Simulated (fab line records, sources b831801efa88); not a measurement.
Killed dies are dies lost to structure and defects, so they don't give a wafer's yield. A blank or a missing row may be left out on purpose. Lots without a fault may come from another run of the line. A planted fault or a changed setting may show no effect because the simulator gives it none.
Chamber matching | flow sfq_line | SFQ_TRILAYER_I6_CMP_CMP_166 on cmp-01: 4 sister chambers
The step polishes SiO2. 14 wafers are shown with their chamber, then 6 later ones without.

WAFERS WITH THEIR CHAMBER
wafer  | chamber | motor_current_A (A) | retaining_ring_pressure_frac | time_to_endpoint_s (s)
L668.1 | 2       | 9.9                 | 1.004                        | 212
L668.4 | 1       | 10.3                | 0.999                        | 219
L668.6 | 2       | 9.2                 | 0.998                        | 221
L674.3 | 3       | 10.1                | 1.006                        | 214
L674.4 | 1       | 10.1                | 1.000                        | 221
L674.6 | 2       | 9.7                 | 1.004                        | 210
L675.2 | 2       | 9.8                 | 1.004                        | 227
L675.5 | 1       | 9.7                 | 1.001                        | 235
L675.6 | 0       | 11.0                | 1.009                        | 219
L676.3 | 0       | 10.7                | 1.003                        | 219
L676.2 | 2       | 9.6                 | 0.993                        | 212
L676.6 | 1       | 9.9                 | 1.002                        | 227
L677.1 | 1       | 9.8                 | 1.003                        | 207
L677.2 | 0       | 10.7                | 0.998                        | 207

SIGNATURES (means of the wafers above)
reading                      | chamber 0 | chamber 1 | chamber 2 | chamber 3 | scatter within a chamber
motor_current_A              | 10.800    | 9.960     | 9.640     | 10.100    | 0.242
retaining_ring_pressure_frac | 1.00333   | 1.00100   | 1.00060   | 1.00600   | 0.00412
time_to_endpoint_s           | 215.00    | 221.80    | 216.40    | 214.00    | 8.59
Rule: a wafer's distance from a chamber is the root of the sum, over the readings, of the square of ((its reading less the chamber's mean) divided by the reading's scatter). The wafer belongs to the nearest chamber; if the next one is less than 2 further off, it can't be placed. The scatter: the root of (the sum of the squares of (reading less its chamber's mean) over the shown wafers, divided by (wafers less chambers)).

WAFERS WITHOUT THEIR CHAMBER
wafer  | motor_current_A (A) | retaining_ring_pressure_frac | time_to_endpoint_s (s)
L677.3 | 10.2                | 0.993                        | 218
L679.1 | 9.8                 | 1.006                        | 216
L679.4 | 10.3                | 0.990                        | 221
L679.5 | 9.7                 | 0.997                        | 214
L682.1 | 10.2                | 1.001                        | 226
L684.1 | 10.1                | 0.993                        | 227

WHICH CHAMBER EACH WENT THROUGH
wafer  | from the rows above               | in truth
L677.3 | can't be placed: 1 or 2 or 3 or 0 | 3
L679.1 | can't be placed: 3 or 2 or 1      | 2
L679.4 | can't be placed: 1 or 2 or 0 or 3 | 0
L679.5 | can't be placed: 2 or 1 or 3      | 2
L682.1 | can't be placed: 1 or 3 or 2 or 0 | 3
L684.1 | can't be placed: 1 or 2 or 3 or 0 | 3
Placed correctly: 0 of 6. Can't be placed from these rows: 6 (the true chamber is among the candidates in 6). Placed wrongly: 0.
